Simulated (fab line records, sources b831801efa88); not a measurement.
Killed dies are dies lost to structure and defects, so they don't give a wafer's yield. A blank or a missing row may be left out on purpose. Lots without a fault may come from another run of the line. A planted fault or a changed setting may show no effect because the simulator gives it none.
Which tool did it? | flow sfq_line | 14 lots, 42 wafers sampled, at 5 steps of a route of 325

WHAT THE GAUGES READ, wafer by wafer
SFQ_I1_BOW_MEAS_912. Usual: I1_BOW 2 um, standard deviation 8.
lot  | measured     | on            | I1_BOW (um)    | flag
L380 | day 24 04:39 | film_metro-04 | -12 2 -4       |
L381 | day 25 12:06 | film_metro-03 | -7 -14 -12     |
L382 | day 25 16:55 | film_metro-03 | 17 6 -1        |
L383 | day 26 00:34 | film_metro-04 | -5 2 8         |
L384 | day 26 08:49 | film_metro-03 | 8 11 -1        |
L385 | day 27 07:44 | film_metro-02 | 8 12 6         |
L388 | day 29 07:44 | film_metro-02 | 10 3 4         |
L396 | day 32 10:38 | film_metro-03 | 15 -8 6 - - -  |
L397 | day 32 11:50 | film_metro-02 | 17 18 -8       |
L398 | day 33 02:38 | film_metro-04 | 13 11 -8 - - - |
L399 | day 33 03:31 | film_metro-02 | -1 7 9         |
L400 | day 33 08:53 | film_metro-04 | -11 -12 -12    |
L401 | day 33 14:59 | film_metro-02 | 1 4 4          |
L402 | day 34 14:58 | film_metro-02 | 2 4 -3         |

WHICH TOOL RAN EACH LOT (tool, then ch and the chambers of the sampled wafers, then the start)
lot  | SFQ_TRILAYER_L0_STRIP_STRIP_009  | SFQ_TRILAYER_L0_CAP_PECVD_011  | SFQ_TRILAYER_M0_ETCH_METAL_ETCH_024 | SFQ_TRILAYER_I1_CMP_CMP_046
L380 | rie_metal-02 ch 0,1, day 4 14:22 | pecvd-02 ch 0,1,2, day 4 15:09 | rie_metal-04 ch 0,1, day 12 21:08   | cmp-01 ch 1,2,3, day 24 01:39
L381 | rie_metal-02 ch 1, day 5 00:06   | pecvd-01 ch 0,1, day 5 00:52   | rie_metal-04 ch 0,1, day 13 10:20   | cmp-01 ch 0,2, day 25 09:36
L382 | rie_metal-02 ch 0,1, day 5 03:42 | pecvd-04 ch 0,1,2, day 5 04:29 | rie_metal-03 ch 0,1, day 13 19:56   | cmp-01 ch 0,3, day 25 13:54
L383 | rie_metal-04 ch 1, day 5 08:30   | pecvd-02 ch 1,2, day 5 09:16   | rie_metal-01 ch 1, day 14 06:58     | cmp-02 ch 0,3, day 25 22:03
L384 | rie_metal-02 ch 0,1, day 5 18:09 | pecvd-02 ch 0,1,2, day 5 19:06 | rie_metal-04 ch 0,1, day 14 20:41   | cmp-02 ch 0,1,2, day 26 06:47
L385 | rie_metal-03 ch 0,1, day 6 01:21 | pecvd-02 ch 1,2, day 6 02:08   | rie_metal-03 ch 1, day 15 06:17     | cmp-02 ch 1,3, day 27 04:44
L388 | rie_metal-02 ch 0,1, day 6 16:57 | pecvd-01 ch 0,1, day 6 17:44   | rie_metal-01 ch 0,1, day 16 05:26   | cmp-02 ch 1,2,3, day 29 04:44
L396 | rie_metal-04 ch 0,1, day 8 15:54 | pecvd-01 ch 1,2, day 8 16:41   | rie_metal-03 ch 0,1, day 18 09:16   | cmp-02 ch 0,1, day 32 07:38
L397 | rie_metal-02 ch 0,1, day 8 19:30 | pecvd-04 ch 1,2, day 8 20:17   | rie_metal-04 ch 1, day 18 14:04     | cmp-01 ch 0,2,3, day 32 09:50
L398 | rie_metal-03 ch 0, day 9 02:01   | pecvd-02 ch 1,2, day 9 02:59   | rie_metal-04 ch 0,1, day 18 20:07   | cmp-02 ch 0,2,3, day 33 01:06
L399 | rie_metal-03 ch 0, day 9 08:01   | pecvd-04 ch 0,2, day 9 08:59   | rie_metal-04 ch 0,1, day 19 04:38   | cmp-01 ch 0,1,3, day 33 00:58
L400 | rie_metal-04 ch 0,1, day 9 11:18 | pecvd-02 ch 0,2, day 9 11:53   | rie_metal-03 ch 0, day 19 09:32     | cmp-01 ch 0,2,3, day 33 05:51
L401 | rie_metal-02 ch 0,1, day 9 19:30 | pecvd-02 ch 0,2, day 9 20:17   | rie_metal-01 ch 0,1, day 19 15:49   | cmp-01 ch 0,2,3, day 33 12:28
L402 | rie_metal-03 ch 0, day 10 06:25  | pecvd-01 ch 0,2, day 10 08:01  | rie_metal-01 ch 0,1, day 20 10:08   | cmp-01 ch 0,2,3, day 34 12:28
- SFQ_TRILAYER_L0_STRIP_STRIP_009: strips in O2.
- SFQ_TRILAYER_L0_CAP_PECVD_011: deposits SiO2 from SiH4/N2O, time 13.333 s, target thk 60 nm.
- SFQ_TRILAYER_M0_ETCH_METAL_ETCH_024: etches Nb in Cl2/Ar, stops on SiO2, target depth 240 nm, time 120 s.
- SFQ_TRILAYER_I1_CMP_CMP_046: polishes SiO2.

WHAT THE TOOLS THEMSELVES READ (means of the sampled wafers that have a number; where no wafer has one, the mark that the record gives instead)
SFQ_TRILAYER_L0_STRIP_STRIP_009. Usual: chamber_pressure_mTorr 50.00 mTorr, standard deviation 0.046; drypump_motor_current_A 6.0 A, standard deviation 0.43; oes_product_au 1.002 a.u., standard deviation 0.0092.
lot  | tool         | chamber_pressure_mTorr (mTorr) | drypump_motor_current_A (A) | oes_product_au (a.u.) | flag
L380 | rie_metal-02 | 50.03                          | 5.8                         | 1.007                 |
L381 | rie_metal-02 | 50.02                          | 6.3                         | 0.999                 |
L382 | rie_metal-02 | 49.98                          | 5.8                         | 1.012                 |
L383 | rie_metal-04 | 50.03                          | 6.1                         | 1.008                 |
L384 | rie_metal-02 | 49.95                          | 6.1                         | 0.994                 |
L385 | rie_metal-03 | 50.02                          | 5.5                         | 0.999                 |
L388 | rie_metal-02 | 50.02                          | 6.1                         | 0.999                 |
L396 | rie_metal-04 | 49.98                          | 6.3                         | 1.005                 |
L397 | rie_metal-02 | 50.00                          | 6.1                         | 0.997                 |
L398 | rie_metal-03 | 50.01                          | 6.0                         | 1.011                 |
L399 | rie_metal-03 | 50.00                          | 6.0                         | 1.010                 |
L400 | rie_metal-04 | 50.01                          | 6.3                         | 0.994                 |
L401 | rie_metal-02 | 49.97                          | 6.1                         | 0.989                 |
L402 | rie_metal-03 | 50.02                          | 6.0                         | 1.008                 |

SFQ_TRILAYER_L0_CAP_PECVD_011. Usual: chamber_pressure_Torr 2.399 Torr, standard deviation 0.005; heater_power_outer_w 28 W, standard deviation 9.2; heater_power_w 81 W, standard deviation 14; throttle_valve_pct 25.3 %, standard deviation 0.88.
lot  | tool     | chamber_pressure_Torr (Torr) | heater_power_outer_w (W) | heater_power_w (W) | throttle_valve_pct (%) | flag
L380 | pecvd-02 | 2.400                        | 25                       | 75                 | 25.6                   |
L381 | pecvd-01 | 2.395                        | 37                       | 96                 | 26.0                   |
L382 | pecvd-04 | 2.395                        | 30                       | 86                 | 24.1                   |
L383 | pecvd-02 | 2.398                        | 32                       | 85                 | 25.7                   |
L384 | pecvd-02 | 2.402                        | 22                       | 71                 | 25.6                   |
L385 | pecvd-02 | 2.401                        | 26                       | 73                 | 25.7                   |
L388 | pecvd-01 | 2.404                        | 41                       | 103                | 26.1                   |
L396 | pecvd-01 | 2.399                        | 29                       | 78                 | 26.2                   |
L397 | pecvd-04 | 2.392                        | 32                       | 89                 | 23.8                   |
L398 | pecvd-02 | 2.401                        | 34                       | 89                 | 25.8                   |
L399 | pecvd-04 | 2.402                        | 34                       | 90                 | 24.6                   |
L400 | pecvd-02 | 2.401                        | 31                       | 85                 | 25.6                   |
L401 | pecvd-02 | 2.397                        | 33                       | 88                 | 25.6                   |
L402 | pecvd-01 | 2.399                        | 34                       | 89                 | 23.5                   |

SFQ_TRILAYER_M0_ETCH_METAL_ETCH_024. Usual: chamber_pressure_mTorr 10.000 mTorr, standard deviation 0.0093; drypump_motor_current_A 6.0 A, standard deviation 0.47; oes_product_au 0.896 a.u., standard deviation 0.0081.
lot  | tool         | chamber_pressure_mTorr (mTorr) | drypump_motor_current_A (A) | oes_product_au (a.u.) | flag
L380 | rie_metal-04 | 9.994                          | 6.3                         | 0.897                 |
L381 | rie_metal-04 | 9.994                          | 6.5                         | 0.894                 |
L382 | rie_metal-03 | 10.000                         | 5.5                         | 0.901                 |
L383 | rie_metal-01 | 10.003                         | 5.5                         | 0.899                 |
L384 | rie_metal-04 | 10.011                         | 6.5                         | 0.901                 |
L385 | rie_metal-03 | 9.995                          | 5.3                         | 0.893                 |
L388 | rie_metal-01 | 9.996                          | 5.7                         | 0.889                 |
L396 | rie_metal-03 | 9.997                          | 5.5                         | 0.902                 |
L397 | rie_metal-04 | 10.002                         | 6.1                         | 0.894                 |
L398 | rie_metal-04 | 9.990                          | 6.3                         | 0.889                 |
L399 | rie_metal-04 | 9.993                          | 6.5                         | 0.890                 |
L400 | rie_metal-03 | 9.998                          | 6.0                         | 0.900                 |
L401 | rie_metal-01 | 9.991                          | 5.7                         | 0.902                 |
L402 | rie_metal-01 | 10.007                         | 5.7                         | 0.893                 |

SFQ_TRILAYER_I1_CMP_CMP_046. Usual: motor_current_A 10.5 A, standard deviation 0.75; time_to_endpoint_s 217 s, standard deviation 8.2.
lot  | tool   | motor_current_A (A) | time_to_endpoint_s (s) | flag
L380 | cmp-01 | 10.2                | 212                    |
L381 | cmp-01 | 9.5                 | 220                    |
L382 | cmp-01 | 10.4                | 217                    |
L383 | cmp-02 | 11.4                | 227                    |
L384 | cmp-02 | 10.6                | 229                    |
L385 | cmp-02 | 11.1                | 219                    |
L388 | cmp-02 | 10.4                | 219                    |
L396 | cmp-02 | 10.8                | 227                    |
L397 | cmp-01 | 9.8                 | 213                    |
L398 | cmp-02 | 10.6                | 232                    |
L399 | cmp-01 | 10.6                | 218                    |
L400 | cmp-01 | 9.7                 | 220                    |
L401 | cmp-01 | 10.3                | 210                    |
L402 | cmp-01 | 9.9                 | 217                    |

THE ANSWER, worked out from the rows above alone
Rule: a lot is off if the mean of its wafers that have a number lies more than 3 standard deviations from the usual mean. A lot without any number at a reading at which 4 lots or more have one is off too. The other lots that the step has rows for count as sound. The gauges are gone through in route order, then the tools' own readings, and for those a lot's mean is taken as printed above. The first step at which some lot is off is used, and at that step the reading that is off furthest; a lot without a number counts as furthest.
No lot is off at any reading shown: from this, nothing can be told.

WHAT THE SIMULATOR HAD PUT IN
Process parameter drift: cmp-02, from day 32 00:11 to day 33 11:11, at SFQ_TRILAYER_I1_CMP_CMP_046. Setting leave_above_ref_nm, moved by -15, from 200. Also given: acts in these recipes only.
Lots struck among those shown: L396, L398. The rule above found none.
